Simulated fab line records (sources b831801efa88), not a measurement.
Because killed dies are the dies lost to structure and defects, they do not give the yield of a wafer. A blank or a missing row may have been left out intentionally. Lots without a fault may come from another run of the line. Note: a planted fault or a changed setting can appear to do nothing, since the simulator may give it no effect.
Matching of chambers    flow sky130    SKY_CONTACT_ETCH_17 on rieDiel-02: 4 sister chambers
The step etches SiO2 in C4F8/O2/Ar, stops on Si3N4, target depth 340 nm. 4 wafers are shown with their chamber, then 10 later ones without.

## WAFERS WITH THEIR CHAMBER
wafer   chamber  biasW (W)
L080.5  0        1200
L081.6  1        1200
L087.1  2        1205
L087.4  3        1202

## WAFERS WHOSE CHAMBER IS MISSING
wafer   biasW (W)
L087.6  1206
L090.3  1202
L090.4  1200
L090.5  1198
L092.3  1201
L092.5  1200
L092.6  1198
L097.1  1198
L097.4  1194
L097.5  1194

## WHICH CHAMBER EACH WENT THROUGH
wafer   from the rows above                in truth
L087.6  can't be placed: 2 or 3 or 0 or 1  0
L090.3  can't be placed: 3 or 0 or 1 or 2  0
L090.4  can't be placed: 0 or 1 or 3 or 2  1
L090.5  can't be placed: 0 or 1 or 3 or 2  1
L092.3  can't be placed: 0 or 1 or 3 or 2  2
L092.5  can't be placed: 0 or 1 or 3 or 2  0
L092.6  can't be placed: 0 or 1 or 3 or 2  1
L097.1  can't be placed: 0 or 1 or 3 or 2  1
L097.4  can't be placed: 0 or 1 or 3 or 2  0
L097.5  can't be placed: 0 or 1 or 3 or 2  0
Placed correctly: 0 of 10. These rows do not allow placing 10 (true chamber among the candidates in 10). Wrongly placed: 0.
How it was worked out, from the rows above alone: a wafer's distance from a chamber is the root of the sum, over the readings, of the square of ((its reading less the chamber's mean) divided by the reading's scatter). The wafer belongs to the nearest chamber; if the next one is less than 2 further off, it can't be placed. A chamber's mean is the mean of its shown wafers. The scatter (one wafer shown for each chamber): square how far every hidden wafer sits from the nearest shown wafer, average those squares and take the square root.
